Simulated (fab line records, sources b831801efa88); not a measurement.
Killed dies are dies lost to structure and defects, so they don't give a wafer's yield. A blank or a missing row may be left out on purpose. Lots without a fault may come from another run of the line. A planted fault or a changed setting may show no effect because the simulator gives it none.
fab line records | flow gf180mcu
record lots=5 wafers=15 last_day=32
route steps=602 shown POLY_GATE@157 HV_LDD@176
lots that met no fault: from a run of the same line without faults
start_h: hours from the record's first day to the start of the lot's first wafer shown | wait_h: hours since the lot's step before | " the same as in the row above | L1.1+2: a row that stands for several wafers | - no value, or no start given | * or withheld: withheld | < > ~ a bound
route shown NAME@n: a module of which the file shows steps, and the number in the route of the first | usual: mean/standard deviation of fault-free wafers | same: alike in all rows | chamber/n: place in a boat | sites: the reading at each site | _std_site: their standard deviation | _edge_site: outer sites' mean less inner sites' | radius_mm: how far each site lies from the wafer's centre | mask NAME#n: copy n | behind: the tool/chamber that last shaped the wafer | hold: why the lot was held/for how many hours/how that ended | device: the transistor (n, p or np) that didn't switch | end of line: the same wafers' tests at the end of the route | a step without rows: its recipe alone | killed: dies lost to structure and defects at the first sort, not the wafer's yield | map: a wafer's dies, x killed, . not, _ none there
set.NAME: the setting as run; set.NAME@STEP: as run at that earlier step | model.NAME: the simulator's own value behind a step, which no gauge read
lots at some steps of the route; a table a step, a row a wafer
services: from which hour (start_h, from the record's first day; less than 0 if before it) a tool's chamber was out of use, for how many hours, and why
## steps
# step GF_POLY_GATE_CVD_00
# recipe material=poly-Si target_thk_nm=200 temp_c=620 time_s=1200 pressure_mtorr=200
# columns lot.wafer tool chamber start_h wait_h
L074.1+2+5 lpcvd-02 1 179.96 0.0
L076.1+4+5 lpcvd-01 1 191.03 0.0
L077.1+3+5 lpcvd-01 1 199.20 0.0
L084.3+5+6 lpcvd-01 0 246.68 0.0
L089.1+2+6 lpcvd-01 1 280.71 0.0
# step GF_POLY_GATE_THK_MEAS_01
# recipe reads=poly-Si_of_POLY_GATE_CVD_00
# usual POLY_GATE_CVD_00_THK=200.4/1.9
# columns lot.wafer tool chamber start_h wait_h POLY_GATE_CVD_00_THK[nm]
L074.1 film_metro-03 - 181.29 0.0 199.3
L074.2 " - " " 199.2
L074.5 " - " " 199.6
L076.1 film_metro-03 - 192.36 0.0 199.1
L076.4 " - " " 199.9
L076.5 " - " " 200.2
L077.1 film_metro-03 - 200.53 0.0 202.5
L077.3 " - " " 201.0
L077.5 " - " " 200.9
L084.3 film_metro-03 - 248.03 0.0 201.2
L084.5 " - " " 201.4
L084.6 " - " " 201.9
L089.1 film_metro-04 - 282.04 0.0 198.1
L089.2 " - " " 198.3
L089.6 " - " " 198.8
# step GF_POLY_GATE_DEHYDRATE_02
# recipe temp_c=200 time_s=60
# columns lot.wafer tool chamber start_h wait_h
L074.1+2+5 litho_track-02 0 189.19 7.9
L076.1+4+5 litho_track-03 0 199.19 6.8
L077.1+3+5 litho_track-03 0 208.84 8.3
L084.3+5+6 litho_track-02 0 256.49 8.4
L089.1+2+6 litho_track-03 0 291.54 9.5
# step GF_POLY_GATE_HMDS_03
# recipe prime_time_s=60 prime_temp_c=120
# columns lot.wafer tool chamber start_h wait_h
L074.1+2+5 litho_track-02 0 189.34 0.1
L076.1+4+5 litho_track-03 0 199.34 0.1
L077.1+3+5 litho_track-03 0 208.99 0.1
L084.3+5+6 litho_track-02 0 256.64 0.1
L089.1+2+6 litho_track-03 0 291.69 0.1
# step GF_POLY_GATE_COAT_04
# recipe resist=BARC temp_c=withheld time_s=withheld spin_rpm=withheld resist_thk_nm=withheld
# columns lot.wafer tool chamber start_h wait_h
L074.1+2+5 litho_track-02 0 189.49 0.1
L076.1+4+5 litho_track-03 0 199.49 0.1
L077.1+3+5 litho_track-03 0 209.14 0.1
L084.3+5+6 litho_track-02 0 256.79 0.1
L089.1+2+6 litho_track-03 0 291.84 0.1
# step GF_POLY_GATE_COAT_05
# recipe resist=KrF spin_rpm=withheld resist_thk_nm=700
# columns lot.wafer tool chamber start_h wait_h
L074.1+2+5 litho_track-02 0 - -
L076.1+4+5 litho_track-03 0 - -
L077.1+3+5 litho_track-03 0 - -
L084.3+5+6 litho_track-02 0 - -
L089.1+2+6 litho_track-03 0 - -
# step GF_POLY_GATE_SOFTBAKE_06
# recipe temp_c=130 time_s=60 resist=KrF
# columns lot.wafer tool chamber start_h wait_h
L074.1+2+5 litho_track-02 0 - -
L076.1+4+5 litho_track-03 0 - -
L077.1+3+5 litho_track-03 0 - -
L084.3+5+6 litho_track-02 0 - -
L089.1+2+6 litho_track-03 0 - -
# step GF_POLY_GATE_EXPOSE_07
# recipe mask_id=Poly2 target_cd_nm=280 na=0.68 source_shape=conventional sigma_outer=0.6 dose_mj=28
# columns lot.wafer tool chamber start_h wait_h mask
L074.1+2+5 krf_scanner-01 0 - - Poly2#0
L076.1+4+5 krf_scanner-02 0 - - Poly2#0
L077.1+3+5 krf_scanner-02 0 - - Poly2#0
L084.3+5+6 krf_scanner-02 0 - - Poly2#0
L089.1+2+6 krf_scanner-01 0 - - Poly2#0
# step GF_POLY_GATE_PEB_08
# recipe peb_temp_c=135 peb_time_s=90 resist=KrF
# columns lot.wafer tool chamber start_h wait_h
L074.1+2+5 litho_track-02 0 - -
L076.1+4+5 litho_track-03 0 - -
L077.1+3+5 litho_track-02 0 - -
L084.3+5+6 litho_track-02 0 - -
L089.1+2+6 litho_track-02 0 - -
# step GF_POLY_GATE_DEVELOP_09
# recipe develop_time_s=60 resist=KrF dev_temp_c=21
# columns lot.wafer tool chamber start_h wait_h
L074.1+2+5 litho_track-02 0 197.59 0.2
L076.1+4+5 litho_track-03 0 208.04 0.2
L077.1+3+5 litho_track-02 0 217.74 0.2
L084.3+5+6 litho_track-02 0 266.64 0.1
L089.1+2+6 litho_track-02 0 302.04 0.2
# step GF_POLY_GATE_CD_MEAS_10
# recipe target_cd_nm=280
# usual cd_nm=279.4/1.2
# columns lot.wafer tool chamber start_h wait_h cd_nm
L074.1 cd_sem-02 - 197.74 0.1 280.5
L074.2 " - " " 279.5
L074.5 " - " " 280.3
L076.1 cd_sem-01 - 208.19 0.1 281.0
L076.4 " - " " 280.8
L076.5 " - " " 280.6
L077.1 cd_sem-01 - 217.89 0.1 282.2
L077.3 " - " " 280.1
L077.5 " - " " 280.3
L084.3 cd_sem-02 - 266.78 0.1 279.2
L084.5 " - " " 281.0
L084.6 " - " " 278.3
L089.1 cd_sem-01 - 302.19 0.1 278.6
L089.2 " - " " 278.8
L089.6 " - " " 278.8
# step GF_POLY_GATE_OVL_MEAS_11
# usual POLY_GATE_OVL=-3/5.7
# columns lot.wafer tool chamber start_h wait_h POLY_GATE_OVL[nm]
L074.1 overlay-01 - 197.86 0.1 3
L074.2 " - " " 2
L074.5 " - " " 2
L076.1 overlay-02 - 208.31 0.1 -5
L076.4 " - " " -11
L076.5 " - " " 2
L077.1 overlay-01 - 218.01 0.1 5
L077.3 " - " " -5
L077.5 " - " " -2
L084.3 overlay-01 - 266.87 0.1 0
L084.5 " - " " -1
L084.6 " - " " -13
L089.1 overlay-02 - 302.31 0.1 -9
L089.2 " - " " -12
L089.6 " - " " -3
# step GF_POLY_GATE_ETCH_12
# recipe chemistry=N2/H2 target_depth_a=withheld overetch_a=withheld time_s=withheld target=BARC ion_energy_ev=200 source_w=500 bias_w=100 pressure_mtorr=30 n2_flow_sccm=100 h2_flow_sccm=200
# usual drypump_motor_current_A=5.9/0.42 oes_product_au=0.735/0.0041 throttle_valve_pct=13.215/0.0081
# columns lot.wafer tool chamber start_h wait_h drypump_motor_current_A oes_product_au throttle_valve_pct
L074.1 rie_diel-04 2 197.90 0.0 5.5 0.740 13.221
L074.2 " 0 " " 5.8 0.733 13.218
L074.5 " 0 " " 5.8 0.730 13.221
L076.1 rie_diel-03 3 208.35 0.0 6.5 0.734 13.223
L076.4 " 0 " " 5.5 0.735 13.223
L076.5 " 1 " " 6.3 0.736 13.220
L077.1 rie_diel-03 1 218.05 0.0 6.2 0.735 13.228
L077.3 " 2 " " 5.8 0.730 13.216
L077.5 " 0 " " 5.5 0.737 13.217
L084.3 rie_diel-03 1 266.90 0.0 6.2 0.735 13.202
L084.5 " 2 " " 5.7 0.734 13.216
L084.6 " 3 " " 6.5 0.733 13.227
L089.1 rie_diel-04 2 302.35 0.0 5.5 0.735 13.208
L089.2 " 1 " " 5.9 0.736 13.205
L089.6 " 3 " " 5.0 0.736 13.209
# step GF_POLY_GATE_ETCH_13
# recipe target=poly-Si target_depth_nm=198.5 stop_on=SiO2 over_etch_frac=0.403 chemistry=HBr/Cl2 icp_w=400 bias_w=100 pressure_mtorr=10 HBr_flow_sccm=150 Cl2_flow_sccm=50 time_s=69.6
# usual drypump_motor_current_A=5.7/0.38 oes_product_au=0.993/0.0074 throttle_valve_pct=33.683/0.0085
# columns lot.wafer tool chamber start_h wait_h drypump_motor_current_A oes_product_au rf_hours_counter_h throttle_valve_pct
L074.1 rie_si-02 0 197.95 - 4.8 0.999 108 33.679
L074.2 " 2 " " 5.4 0.985 5 33.678
L074.5 " 2 " " 5.4 0.995 - 33.679
L076.1 rie_si-02 1 208.40 - 6.1 0.983 3 33.692
L076.4 " 2 " " 5.4 0.985 5 33.700
L076.5 " 0 " " 4.8 0.995 - 33.664
L077.1 rie_si-01 1 218.10 - 5.7 0.993 59 33.677
L077.3 " 2 " " 5.2 0.996 103 33.691
L077.5 " 1 " " 5.7 0.991 - 33.680
L084.3 rie_si-01 1 266.95 - 5.8 0.997 60 33.683
L084.5 " 2 " " 5.3 0.996 - 33.685
L084.6 " 1 " " 5.7 1.003 - 33.682
L089.1 rie_si-01 0 302.40 - 6.0 0.990 1 33.697
L089.2 " 3 " " 5.8 0.993 41 33.681
L089.6 " 1 " " 5.7 0.984 - 33.670
# step GF_POLY_GATE_STRIP_14
# recipe chemistry=O2/N2 power_w=1400 pressure_mtorr=1500 platen_temp_c=250 o2_flow_sccm=3000 n2_flow_sccm=300 overash_fraction=0.5
# usual drypump_motor_current_A=6.1/0.52 heater_power_w=336/18 o2_flow_sccm=2999/9.4 oes_product_au=0.504/0.0046
# columns lot.wafer tool chamber start_h wait_h drypump_motor_current_A heater_power_w o2_flow_sccm oes_product_au rf_hours_counter_h
L074.1 plasma_asher-03 0 198.00 0.0 5.3 310 2992 0.507 42
L074.2 " 1 " " 6.5 343 3003 0.504 42
L074.5 " 1 " " 6.4 344 2990 0.510 -
L076.1 plasma_asher-03 1 208.45 0.0 6.4 342 3010 0.503 43
L076.4 " 0 " " 5.3 317 2992 0.506 -
L076.5 " 0 " " 5.3 325 2997 0.512 -
L077.1 plasma_asher-02 1 218.15 0.0 6.3 358 2994 0.513 10
L077.3 " 0 " " 6.7 312 3005 0.505 -
L077.5 " 1 " " 6.3 351 3003 0.501 -
L084.3 plasma_asher-02 0 267.04 0.1 6.7 313 2988 0.503 -
L084.5 " 0 " " 6.7 316 2990 0.505 -
L084.6 " 1 " " 6.3 358 3003 0.507 -
L089.1 plasma_asher-04 1 302.45 0.0 6.2 355 3013 0.503 64
L089.2 " 0 " " 5.5 333 3008 0.493 64
L089.6 " 1 " " 6.2 352 3007 0.509 -
# step GF_POLY_GATE_CLEAN_15
# recipe chemistry=SC1/SC2 mix=1:4:20 temp_c=70 time_s=150 dry=n2_spin
# columns lot.wafer tool chamber start_h wait_h
L074.1+2+5 wet_bench-01 2 198.10 0.1
L076.1+4+5 wet_bench-04 0 208.55 0.1
L077.1+3+5 wet_bench-01 3 218.25 0.1
L084.3+5+6 wet_bench-03 0 267.10 0.0
L089.1+2+6 wet_bench-04 2 302.55 0.1
# step GF_POLY_GATE_OXIDATION_16
# recipe temp_c=850 ambient=O2 stabilise_s=600 purge_s=300 target_thk_a=40 ox_time_s=899
# usual ox_temp_c_max=853.7/0.94
# columns lot.wafer tool chamber start_h wait_h ox_temp_c_max
L074.1 furnace-01 0 199.20 1.0 852.8
L074.2 " 0 " " 851.8
L074.5 " 0 " " 852.2
L076.1 furnace-01 0 208.61 0.0 853.2
L076.4 " 0 " " 851.9
L076.5 " 0 " " 851.9
L077.1 furnace-01 0 218.31 0.0 854.0
L077.3 " 0 " " 852.7
L077.5 " 0 " " 852.4
L084.3 furnace-02 0 268.07 0.8 853.8
L084.5 " 0 " " 854.0
L084.6 " 0 " " 855.1
L089.1 furnace-01 0 304.40 1.8 852.3
L089.2 " 0 " " 852.6
L089.6 " 0 " " 852.5
# step GF_POLY_GATE_THK_MEAS_17
# recipe reads=SiO2_of_POLY_GATE_OXIDATION_16
# usual POLY_GATE_OXIDATION_THK=4.04/0.069
# columns lot.wafer tool chamber start_h wait_h POLY_GATE_OXIDATION_THK[nm]
L074.1 film_metro-04 - 200.45 0.0 3.88
L074.2 " - " " 4.00
L074.5 " - " " 3.97
L076.1 film_metro-02 - 209.86 0.0 4.02
L076.4 " - " " 3.96
L076.5 " - " " 3.99
L077.1 film_metro-02 - 219.56 0.0 4.06
L077.3 " - " " 4.02
L077.5 " - " " 4.06
L084.3 film_metro-02 - 269.34 0.0 4.09
L084.5 " - " " 4.08
L084.6 " - " " 4.05
L089.1 film_metro-03 - 305.65 0.0 4.04
L089.2 " - " " 4.07
L089.6 " - " " 4.05
# step GF_POLY_GATE_CD_MEAS_18
# usual cd_nm=279.1/1.6
# columns lot.wafer tool chamber start_h wait_h cd_nm
L074.1 cd_sem-02 - 200.51 0.1 280.0
L074.2 " - " " 276.5
L074.5 " - " " 277.9
L076.1 cd_sem-02 - 209.92 0.1 281.0
L076.4 " - " " 278.8
L076.5 " - " " 281.2
L077.1 cd_sem-01 - 219.62 0.1 281.7
L077.3 " - " " 280.8
L077.5 " - " " 279.2
L084.3 cd_sem-02 - 269.43 0.1 280.5
L084.5 " - " " 281.5
L084.6 " - " " 278.9
L089.1 cd_sem-01 - 305.71 0.1 278.9
L089.2 " - " " 278.1
L089.6 " - " " 278.5
# step GF_HV_LDD_DEHYDRATE_00
# recipe temp_c=200 time_s=60
# columns lot.wafer tool chamber start_h wait_h
L074.1+2+5 litho_track-04 0 208.97 8.4
L076.1+4+5 litho_track-04 0 217.77 7.8
L077.1+3+5 litho_track-01 0 228.65 9.0
L084.3+5+6 litho_track-01 0 278.44 9.0
L089.1+2+6 litho_track-04 0 315.41 9.7
# step GF_HV_LDD_HMDS_01
# recipe prime_time_s=60 prime_temp_c=120
# columns lot.wafer tool chamber start_h wait_h
L074.1+2+5 litho_track-04 0 209.12 0.1
L076.1+4+5 litho_track-04 0 217.92 0.1
L077.1+3+5 litho_track-01 0 228.80 0.1
L084.3+5+6 litho_track-01 0 278.59 0.1
L089.1+2+6 litho_track-04 0 315.56 0.1
# step GF_HV_LDD_COAT_02
# recipe resist=NOVOLAK spin_rpm=3000 resist_thk_nm=1000
# columns lot.wafer tool chamber start_h wait_h
L074.1+2+5 litho_track-04 0 209.27 0.1
L076.1+4+5 litho_track-04 0 218.07 0.1
L077.1+3+5 litho_track-01 0 228.95 0.1
L084.3+5+6 litho_track-01 0 278.74 0.1
L089.1+2+6 litho_track-04 0 315.71 0.1
# step GF_HV_LDD_SOFTBAKE_03
# recipe temp_c=90 time_s=60 resist=NOVOLAK
# columns lot.wafer tool chamber start_h wait_h
L074.1+2+5 litho_track-04 0 209.42 0.1
L076.1+4+5 litho_track-04 0 218.22 0.1
L077.1+3+5 litho_track-01 0 229.10 0.1
L084.3+5+6 litho_track-01 0 278.89 0.1
L089.1+2+6 litho_track-04 0 315.86 0.1
# step GF_HV_LDD_EXPOSE_04
# recipe mask_id=Nplus_LV_AREA target_cd_nm=400 na=0.6 source_shape=conventional sigma_outer=0.6 dose_mj=140
# columns lot.wafer tool chamber start_h wait_h mask
L074.1+2+5 iline_stepper-02 0 - - Nplus_LV_AREA#0
L076.1+4+5 iline_stepper-01 0 - - Nplus_LV_AREA#0
L077.1+3+5 iline_stepper-01 0 - - Nplus_LV_AREA#0
L084.3+5+6 iline_stepper-02 0 - - Nplus_LV_AREA#0
L089.1+2+6 iline_stepper-01 0 - - Nplus_LV_AREA#0
# step GF_HV_LDD_PEB_05
# recipe temp_c=withheld time_s=* resist=NOVOLAK
# columns lot.wafer tool chamber start_h wait_h
L074.1+2+5 litho_track-04 0 - -
L076.1+4+5 litho_track-04 0 - -
L077.1+3+5 litho_track-04 0 - -
L084.3+5+6 litho_track-03 0 - -
L089.1+2+6 litho_track-04 0 - -
# step GF_HV_LDD_DEVELOP_06
# recipe develop_time_s=60 dev_temp_c=23
# columns lot.wafer tool chamber start_h wait_h
L074.1+2+5 litho_track-04 0 217.62 0.1
L076.1+4+5 litho_track-04 0 227.57 0.1
L077.1+3+5 litho_track-04 0 238.21 0.1
L084.3+5+6 litho_track-03 0 289.04 0.1
L089.1+2+6 litho_track-04 0 326.11 0.1
# step GF_HV_LDD_CD_MEAS_07
# recipe target_cd_nm=400
# usual cd_nm=399.9/2.2
# columns lot.wafer tool chamber start_h wait_h cd_nm
L074.1 cd_sem-02 - 217.77 0.1 398.7
L074.2 " - " " 397.2
L074.5 " - " " 398.3
L076.1 cd_sem-02 - 227.72 0.1 398.7
L076.4 " - " " 397.5
L076.5 " - " " 399.0
L077.1 cd_sem-02 - 238.36 0.1 398.8
L077.3 " - " " 398.9
L077.5 " - " " 399.1
L084.3 cd_sem-02 - 289.18 0.1 396.8
L084.5 " - " " 399.8
L084.6 " - " " 398.8
L089.1 cd_sem-02 - 326.26 0.1 397.9
L089.2 " - " " 399.7
L089.6 " - " " 399.6
# step GF_HV_LDD_OVL_MEAS_08
# usual HV_LDD_OVL=-1.1/1.3
# columns lot.wafer tool chamber start_h wait_h HV_LDD_OVL[nm]
L074.1 overlay-02 - 217.89 0.1 0.9
L074.2 " - " " 3.5
L074.5 " - " " 0.1
L076.1 overlay-01 - 227.84 0.1 -1.4
L076.4 " - " " -1.5
L076.5 " - " " -2.8
L077.1 overlay-02 - 238.48 0.1 -2.4
L077.3 " - " " -2.7
L077.5 " - " " -3.5
L084.3 overlay-01 - 289.27 0.1 -0.5
L084.5 " - " " -0.6
L084.6 " - " " 1.0
L089.1 overlay-02 - 326.38 0.1 -1.7
L089.2 " - " " -2.4
L089.6 " - " " -2.5
# step GF_HV_LDD_IMPLANT_09
# recipe species=As energy_kev=40 dose_cm2=1e+14 tilt_deg=7
# columns lot.wafer tool chamber start_h wait_h
L074.1+2+5 implanter-01 0 217.92 0.0
L076.1+4+5 implanter-01 0 227.87 0.0
L077.1+3+5 implanter-01 0 238.52 0.0
L084.3+5+6 implanter-01 0 289.34 0.1
L089.1+2+6 implanter-02 0 326.42 0.0
# step GF_HV_LDD_STRIP_10
# recipe chemistry=O2/N2 power_w=1400 pressure_mtorr=1500 platen_temp_c=250 o2_flow_sccm=3000 n2_flow_sccm=300 overash_fraction=0.5
# usual drypump_motor_current_A=6.1/0.5 heater_power_w=332/16 o2_flow_sccm=2997/8 oes_product_au=0.715/0.0044 strip_time_to_endpoint_s=12.63/0.035
# columns lot.wafer tool chamber start_h wait_h drypump_motor_current_A heater_power_w o2_flow_sccm oes_product_au rf_hours_counter_h strip_time_to_endpoint_s
L074.1 plasma_asher-01 1 218.07 0.1 5.6 318 3003 0.722 55 12.66
L074.2 " 0 " " 6.4 350 3004 0.711 55 12.65
L074.5 " 0 " " 6.4 339 3002 0.716 - 12.65
L076.1 plasma_asher-02 1 228.02 0.1 6.3 354 2985 0.716 11 12.67
L076.4 " 1 " " 6.3 359 2999 0.720 - 12.69
L076.5 " 0 " " 6.8 318 2995 0.718 - 12.67
L077.1 plasma_asher-03 1 238.67 0.1 6.4 338 3007 0.714 46 12.69
L077.3 " 1 " " 6.4 345 3001 0.708 - 12.64
L077.5 " 1 " " 6.4 340 2997 0.721 - 12.65
L084.3 plasma_asher-03 1 289.48 0.1 6.5 338 2998 0.717 - 12.65
L084.5 " 0 " " 5.3 322 2994 0.714 - 12.70
L084.6 " 1 " " 6.4 343 2993 0.713 - 12.64
L089.1 plasma_asher-02 0 326.57 0.1 6.7 324 3001 0.706 18 12.53
L089.2 " 1 " " 6.3 358 2999 0.710 18 12.55
L089.6 " 0 " " 6.7 310 2993 0.716 - 12.57
# step GF_HV_LDD_TW_MEAS_11
# usual HV_LDD_TW=2432/14
# columns lot.wafer tool chamber start_h wait_h HV_LDD_TW
L074.1 film_metro-02 - 218.17 0.1 2417
L074.2 " - " " 2441
L074.5 " - " " 2431
L076.1 film_metro-04 - 228.12 0.1 2435
L076.4 " - " " 2439
L076.5 " - " " 2426
L077.1 film_metro-04 - 238.77 0.1 2456
L077.3 " - " " 2444
L077.5 " - " " 2454
L084.3 film_metro-04 - 289.56 0.1 2456
L084.5 " - " " 2441
L084.6 " - " " 2455
L089.1 film_metro-04 - 326.67 0.1 2438
L089.2 " - " " 2436
L089.6 " - " " 2449
# step GF_HV_LDD_DEHYDRATE_12
# recipe temp_c=200 time_s=60
# columns lot.wafer tool chamber start_h wait_h
L074.1+2+5 litho_track-04 0 226.82 8.6
L076.1+4+5 litho_track-03 0 236.54 8.4
L077.1+3+5 litho_track-04 0 247.51 8.7
L084.3+5+6 litho_track-03 0 298.74 9.2
L089.1+2+6 litho_track-04 0 336.71 10.0
# step GF_HV_LDD_HMDS_13
# recipe prime_time_s=60 prime_temp_c=120
# columns lot.wafer tool chamber start_h wait_h
L074.1+2+5 litho_track-04 0 226.97 0.1
L076.1+4+5 litho_track-03 0 236.69 0.1
L077.1+3+5 litho_track-04 0 247.66 0.1
L084.3+5+6 litho_track-03 0 298.89 0.1
L089.1+2+6 litho_track-04 0 336.86 0.1
# step GF_HV_LDD_COAT_14
# recipe resist=NOVOLAK spin_rpm=3000 resist_thk_nm=1000
# columns lot.wafer tool chamber start_h wait_h
L074.1+2+5 litho_track-04 0 227.12 0.1
L076.1+4+5 litho_track-03 0 236.84 0.1
L077.1+3+5 litho_track-04 0 247.81 0.1
L084.3+5+6 litho_track-03 0 299.04 0.1
L089.1+2+6 litho_track-04 0 337.01 0.1
# step GF_HV_LDD_SOFTBAKE_15
# recipe temp_c=90 time_s=60 resist=NOVOLAK
# columns lot.wafer tool chamber start_h wait_h
L074.1+2+5 litho_track-04 0 227.27 0.1
L076.1+4+5 litho_track-03 0 236.99 0.1
L077.1+3+5 litho_track-04 0 247.96 0.1
L084.3+5+6 litho_track-03 0 299.19 0.1
L089.1+2+6 litho_track-04 0 337.16 0.1
# step GF_HV_LDD_EXPOSE_16
# recipe mask_id=Pplus_LV_AREA target_cd_nm=400 na=0.6 source_shape=conventional sigma_outer=0.6 dose_mj=140
# columns lot.wafer tool chamber start_h wait_h mask
L074.1+2+5 iline_stepper-01 0 - - Pplus_LV_AREA#0
L076.1+4+5 iline_stepper-02 0 - - Pplus_LV_AREA#0
L077.1+3+5 iline_stepper-02 0 - - Pplus_LV_AREA#0
L084.3+5+6 iline_stepper-02 0 - - Pplus_LV_AREA#0
L089.1+2+6 iline_stepper-02 0 - - Pplus_LV_AREA#0
# step GF_HV_LDD_PEB_17
# recipe temp_c=withheld time_s=* resist=NOVOLAK
# columns lot.wafer tool chamber start_h wait_h
L074.1+2+5 litho_track-04 0 - -
L076.1+4+5 litho_track-04 0 - -
L077.1+3+5 litho_track-01 0 - -
L084.3+5+6 litho_track-01 0 - -
L089.1+2+6 litho_track-03 0 - -
# step GF_HV_LDD_DEVELOP_18
# recipe develop_time_s=60 dev_temp_c=23
# columns lot.wafer tool chamber start_h wait_h
L074.1+2+5 litho_track-04 0 236.01 0.1
L076.1+4+5 litho_track-04 0 245.96 0.1
L077.1+3+5 litho_track-01 0 256.79 0.1
L084.3+5+6 litho_track-01 0 309.64 0.1
L089.1+2+6 litho_track-03 0 347.79 0.1
# step GF_HV_LDD_CD_MEAS_19
# recipe target_cd_nm=400
# usual cd_nm=400.6/2.3
# columns lot.wafer tool chamber start_h wait_h cd_nm
L074.1 cd_sem-01 - 236.16 0.1 404.9
L074.2 " - " " 400.3
L074.5 " - " " 400.8
L076.1 cd_sem-01 - 246.11 0.1 399.5
L076.4 " - " " 399.8
L076.5 " - " " 401.3
L077.1 cd_sem-01 - 256.94 0.1 401.0
L077.3 " - " " 401.4
L077.5 " - " " 402.5
L084.3 cd_sem-02 - 309.78 0.1 400.5
L084.5 " - " " 397.7
L084.6 " - " " 394.6
L089.1 cd_sem-01 - 347.94 0.1 404.7
L089.2 " - " " 406.8
L089.6 " - " " 404.0
# step GF_HV_LDD_OVL_MEAS_20
# usual HV_LDD_01_OVL=-2.4/1.3
# columns lot.wafer tool chamber start_h wait_h HV_LDD_01_OVL[nm]
L074.1 overlay-01 - 236.28 0.1 -1.7
L074.2 " - " " -2.5
L074.5 " - " " -2.0
L076.1 overlay-02 - 246.23 0.1 -1.9
L076.4 " - " " -2.1
L076.5 " - " " -2.9
L077.1 overlay-01 - 257.06 0.1 -2.7
L077.3 " - " " -2.1
L077.5 " - " " -2.4
L084.3 overlay-02 - 309.88 0.1 -3.1
L084.5 " - " " -4.4
L084.6 " - " " -3.6
L089.1 overlay-02 - 348.06 0.1 -4.1
L089.2 " - " " -2.0
L089.6 " - " " -3.4
# step GF_HV_LDD_IMPLANT_21
# recipe species=BF2 energy_kev=25 dose_cm2=5e+13 tilt_deg=7
# columns lot.wafer tool chamber start_h wait_h
L074.1+2+5 implanter-04 0 236.32 0.0
L076.1+4+5 implanter-01 0 246.27 0.0
L077.1+3+5 implanter-02 0 257.10 0.0
L084.3+5+6 implanter-04 0 309.95 0.1
L089.1+2+6 implanter-04 0 348.09 0.0
# step GF_HV_LDD_STRIP_22
# recipe chemistry=O2/N2 power_w=1400 pressure_mtorr=1500 platen_temp_c=250 o2_flow_sccm=3000 n2_flow_sccm=300 overash_fraction=0.5
# usual drypump_motor_current_A=6.1/0.51 heater_power_w=332/15 o2_flow_sccm=3000/8.9 oes_product_au=0.716/0.0044 strip_time_to_endpoint_s=12.63/0.035
# columns lot.wafer tool chamber start_h wait_h drypump_motor_current_A heater_power_w o2_flow_sccm oes_product_au rf_hours_counter_h strip_time_to_endpoint_s
L074.1 plasma_asher-02 1 236.47 0.1 6.2 353 3005 0.713 12 12.65
L074.2 " 0 " " 6.8 317 3000 0.722 12 12.68
L074.5 " 1 " " 6.3 352 3004 0.715 - 12.61
L076.1 plasma_asher-03 1 246.42 0.1 6.4 346 3002 0.709 47 12.67
L076.4 " 1 " " 6.5 342 3013 0.720 - 12.63
L076.5 " 1 " " 6.4 338 2999 0.716 - 12.64
L077.1 plasma_asher-01 1 257.25 0.1 5.6 312 3014 0.719 58 12.65
L077.3 " 0 " " 6.3 338 3001 0.723 - 12.65
L077.5 " 1 " " 5.6 312 3004 0.719 - 12.65
L084.3 plasma_asher-01 1 310.08 0.1 5.6 321 2990 0.721 - 12.59
L084.5 " 0 " " 6.4 338 3000 0.717 - 12.61
L084.6 " 1 " " 5.6 327 3001 0.717 - 12.61
L089.1 plasma_asher-02 0 348.24 0.1 6.7 315 3008 0.719 21 12.61
L089.2 " 1 " " 6.3 359 3000 0.709 21 12.65
L089.6 " 1 " " 6.3 357 2982 0.713 - 12.61
# step GF_HV_LDD_TW_MEAS_23
# usual HV_LDD_2_TW=1062/6.3
# columns lot.wafer tool chamber start_h wait_h HV_LDD_2_TW
L074.1 film_metro-01 - 236.57 0.1 1065
L074.2 " - " " 1061
L074.5 " - " " 1061
L076.1 film_metro-02 - 246.52 0.1 1060
L076.4 " - " " 1066
L076.5 " - " " 1059
L077.1 film_metro-04 - 257.35 0.1 1067
L077.3 " - " " 1067
L077.5 " - " " 1065
L084.3 film_metro-04 - 310.17 0.1 1073
L084.5 " - " " 1072
L084.6 " - " " 1075
L089.1 film_metro-01 - 348.34 0.1 1065
L089.2 " - " " 1069
L089.6 " - " " 1065
# step GF_HV_LDD_DEHYDRATE_24
# recipe temp_c=200 time_s=60
# columns lot.wafer tool chamber start_h wait_h
L074.1+2+5 litho_track-01 0 245.04 8.5
L076.1+4+5 litho_track-03 0 254.89 8.4
L077.1+3+5 litho_track-04 0 266.66 9.3
L084.3+5+6 litho_track-03 0 319.59 9.4
L089.1+2+6 litho_track-04 0 358.71 10.4
# step GF_HV_LDD_HMDS_25
# recipe prime_time_s=60 prime_temp_c=120
# columns lot.wafer tool chamber start_h wait_h
L074.1+2+5 litho_track-01 0 245.19 0.1
L076.1+4+5 litho_track-03 0 255.04 0.1
L077.1+3+5 litho_track-04 0 266.81 0.1
L084.3+5+6 litho_track-03 0 319.74 0.1
L089.1+2+6 litho_track-04 0 358.86 0.1
# step GF_HV_LDD_COAT_26
# recipe resist=NOVOLAK spin_rpm=3000 resist_thk_nm=1000
# columns lot.wafer tool chamber start_h wait_h
L074.1+2+5 litho_track-01 0 245.34 0.1
L076.1+4+5 litho_track-03 0 255.19 0.1
L077.1+3+5 litho_track-04 0 266.96 0.1
L084.3+5+6 litho_track-03 0 319.89 0.1
L089.1+2+6 litho_track-04 0 359.01 0.1
# step GF_HV_LDD_SOFTBAKE_27
# recipe temp_c=90 time_s=60 resist=NOVOLAK
# columns lot.wafer tool chamber start_h wait_h
L074.1+2+5 litho_track-01 0 245.49 0.1
L076.1+4+5 litho_track-03 0 255.34 0.1
L077.1+3+5 litho_track-04 0 267.11 0.1
L084.3+5+6 litho_track-03 0 320.04 0.1
L089.1+2+6 litho_track-04 0 359.16 0.1
## services
# columns tool chamber start_h hours kind
rie_diel-03 1 160.17 5.3 repair
rie_si-01 2 164.45 3.7 repair
krf_scanner-02 - 167.90 0.3 repair
plasma_asher-02 - 176.74 6.5 pm
krf_scanner-02 - 188.85 2.3 repair
rie_si-01 3 212.12 5.2 repair
rie_diel-03 - 224.24 0.5 repair
plasma_asher-01 - 235.82 14.0 repair
iline_stepper-01 - 236.09 1.6 repair
lpcvd-01 - 237.07 6.1 pm
rie_diel-03 0 248.23 18.9 repair
plasma_asher-02 - 248.36 1.0 repair
plasma_asher-02 - 249.38 14.6 pm
krf_scanner-02 - 252.05 1.0 pm
iline_stepper-02 - 252.32 8.9 pm
rie_si-01 2 259.29 1.9 repair
iline_stepper-02 - 266.88 0.8 repair
plasma_asher-02 - 271.54 22.0 repair
iline_stepper-01 - 278.50 2.1 pm
plasma_asher-03 - 301.28 14.6 pm
iline_stepper-02 - 320.00 1.2 repair
implanter-01 - 342.03 1.3 repair
iline_stepper-02 - 349.88 1.7 pm
furnace-01 - 351.77 54.1 repair
## key
fault none
